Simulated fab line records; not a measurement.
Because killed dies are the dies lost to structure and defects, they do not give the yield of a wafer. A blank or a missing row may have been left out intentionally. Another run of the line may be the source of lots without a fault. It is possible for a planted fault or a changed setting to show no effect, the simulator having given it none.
The tool behind it: which one? ; flow gf180mcu ; Sampling: 9 lots, 25 wafers, 5 of 602 route steps

## WHAT THE GAUGES SHOWED, per wafer
GF_STI_THK_MEAS_02. Usual: STI_OXIDATION_THK gives 9.99 nm (standard deviation 0.19).
lot;measured;on;STI_OXIDATION_THK (nm);flag
L947;day 1 11:31;film metro-01;10.04 9.97 10.02;
L948;day 1 19:10;film metro-04;9.94 9.63 9.74;
L949;day 2 00:44;film metro-04;9.74 10.01 9.86;
L950;day 2 07:20;film metro-01;9.86 9.80 9.71;
L956;day 3 08:31;film metro-01;10.24 10.35;
L957;day 3 13:31;film metro-01;10.24 9.88;
L960;day 4 04:56;film metro-04;9.90 9.78 9.83;
L964;day 5 00:49;film metro-03;10.43 10.26 10.41;
L967;day 5 15:56;film metro-04;9.82 9.95 9.93;

GF_MVPSD_TW_MEAS_11. Usual: MVPSD_TW gives 549 (standard deviation 5.4).
lot;measured;on;MVPSD_TW;flag
L947;day 5 11:53;film metro-02;541 543 539;
L948;day 5 19:30;film metro-02;540 543 541;
L949;day 5 19:50;film metro-04;555 554 556;
L950;day 5 23:29;film metro-03;553 554 551;
L956;day 7 06:18;film metro-03;549 553;
L957;day 7 14:03;film metro-02;539 543;
L960;day 8 08:26;film metro-04;554 556 555;
L964;day 9 08:09;film metro-03;556 552 555;
L967;day 9 22:38;film metro-02;546 547 544;

GF_VT_IMPLANT_OVL_MEAS_18. Usual: VT_IMPLANT_01_OVL gives 0.8 nm (standard deviation 1.5).
lot;measured;on;VT_IMPLANT_01_OVL (nm);flag
L947;day 6 17:01;overlay-02;-0.7 -1.5 2.2;
L948;day 7 01:23;overlay-02;2.1 1.0 1.5;
L949;day 7 01:54;overlay-01;0.9 1.5 0.7;
L950;day 7 05:26;overlay-02;-1.0 -0.5 -1.2;
L956;day 8 13:37;overlay-02;0.8 0.9;
L957;day 8 22:37;overlay-02;2.9 0.9;
L960;day 9 17:45;overlay-01;0.6 -0.9 0.3;
L964;day 10 19:14;overlay-01;-1.7 -0.7 0.9;
L967;day 11 11:06;overlay-02;2.9 1.9 0.8;

## TOOL THAT RAN EACH LOT (tool first, then ch and the chambers of the sampled wafers, then the start)
lot;GF_STI_ETCH_13;GF_STI_STRIP_15
L947;rie diel-04 ch 1,2, day 2 01:49;plasma asher-02 ch 0, day 2 01:59
L948;rie diel-03 ch 1,2,3, day 2 09:19;plasma asher-02 ch 0,1, day 2 09:28
L949;rie diel-04 ch 0,1, day 2 14:22;plasma asher-04 ch 0,1, day 2 14:31
L950;rie diel-04 ch 0,2,3, day 2 21:19;plasma asher-04 ch 1, day 2 21:28
L956;rie diel-01 ch 1,2, day 3 23:20;plasma asher-04 ch 0, day 3 23:29
L957;rie diel-01 ch 0,3, day 4 04:23;plasma asher-04 ch 0,1, day 4 04:32
L960;rie diel-04 ch 0,1,2, day 4 19:56;plasma asher-02 ch 0,1, day 4 20:05
L964;rie diel-04 ch 0,2, day 5 17:56;plasma asher-04 ch 0,1, day 5 18:05
L967;rie diel-03 ch 0,1,3, day 6 08:38;plasma asher-04 ch 0,1, day 6 08:51
- GF_STI_ETCH_13: etches the open film in CHF3/O2, stops on Si, target depth 282.31 nm, time 112.9 s.
- GF_STI_STRIP_15: strips in O2/N2.

## AS READ BY THE TOOLS THEMSELVES (means over the sampled wafers that have a number; for cases with no such wafer, the mark the record gives instead)
GF_STI_ETCH_13. Usual: O2_flow_sccm 5.000 sccm, standard deviation 0.014; drypump motor current A 5.6 A, standard deviation 0.62; oes product au 0.832 a.u., standard deviation 0.0053; throttle valve pct 8.812 %, standard deviation 0.0097.
lot;tool;O2_flow_sccm (sccm);drypump motor current A (A);oes product au (a.u.);throttle valve pct (%);flag
L947;rie diel-04;5.008;6.1;0.831;8.820;
L948;rie diel-03;4.985;5.3;0.831;8.820;
L949;rie diel-04;4.994;5.7;0.835;8.814;
L950;rie diel-04;4.995;5.9;0.831;8.817;
L956;rie diel-01;5.011;5.6;0.841;8.806;
L957;rie diel-01;4.995;5.6;0.828;8.811;
L960;rie diel-04;5.007;5.7;0.826;8.812;
L964;rie diel-04;4.975;5.8;0.833;8.810;
L967;rie diel-03;4.999;5.4;0.829;8.814;

GF_STI_STRIP_15. Usual: drypump motor current A 5.7 A, standard deviation 0.39; heater power w 317 W, standard deviation 26; oes product au 0.384 a.u., standard deviation 0.0044; platen temp c 249.97 C, standard deviation 0.15; strip time to endpoint s 3.73 s, standard deviation 0.035.
lot;tool;drypump motor current A (A);heater power w (W);oes product au (a.u.);platen temp c (C);strip time to endpoint s (s);flag
L947;plasma asher-02;6.0;327;0.386;249.84;3.72;
L948;plasma asher-02;5.9;332;0.380;249.93;3.70;
L949;plasma asher-04;5.8;307;0.381;250.16;3.73;
L950;plasma asher-04;5.1;284;0.390;249.96;3.74;
L956;plasma asher-04;6.1;322;0.362;249.96;3.21;OFF
L957;plasma asher-04;5.6;302;0.347;249.95;2.68;OFF
L960;plasma asher-02;5.9;337;0.384;249.91;3.73;
L964;plasma asher-04;5.4;295;0.386;249.84;3.76;
L967;plasma asher-04;5.8;306;0.386;250.02;3.70;

## THE ANSWER, worked out from the rows above alone
Rule: a lot is off if the mean of its wafers that have a number lies more than 3 standard deviations from the usual mean. A lot without any number at a reading at which 4 lots or more have one is off too. Where the step has rows for the other lots, those lots are counted as sound. Order of review: gauges by route order, followed by the tools' own readings, for which a lot's mean as printed above is used. The first step at which some lot is off is used, and at that step the reading that is off furthest; a lot without a number counts as furthest.
Off: L956, L957, at GF_STI_STRIP_15 (strip time to endpoint s).
A tool fits if, at that step or a process step before it, it ran every lot that is off, and no sound lot after the first of them. One fits: rie diel-01 at GF_STI_ETCH_13. It ran no sound lot before its first lot that is off in this sample, so the start can't be narrowed down.

## WHAT WAS PUT IN BY THE SIMULATOR
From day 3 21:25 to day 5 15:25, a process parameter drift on rie diel-01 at GF_STI_ETCH_13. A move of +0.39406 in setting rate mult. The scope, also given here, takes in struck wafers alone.
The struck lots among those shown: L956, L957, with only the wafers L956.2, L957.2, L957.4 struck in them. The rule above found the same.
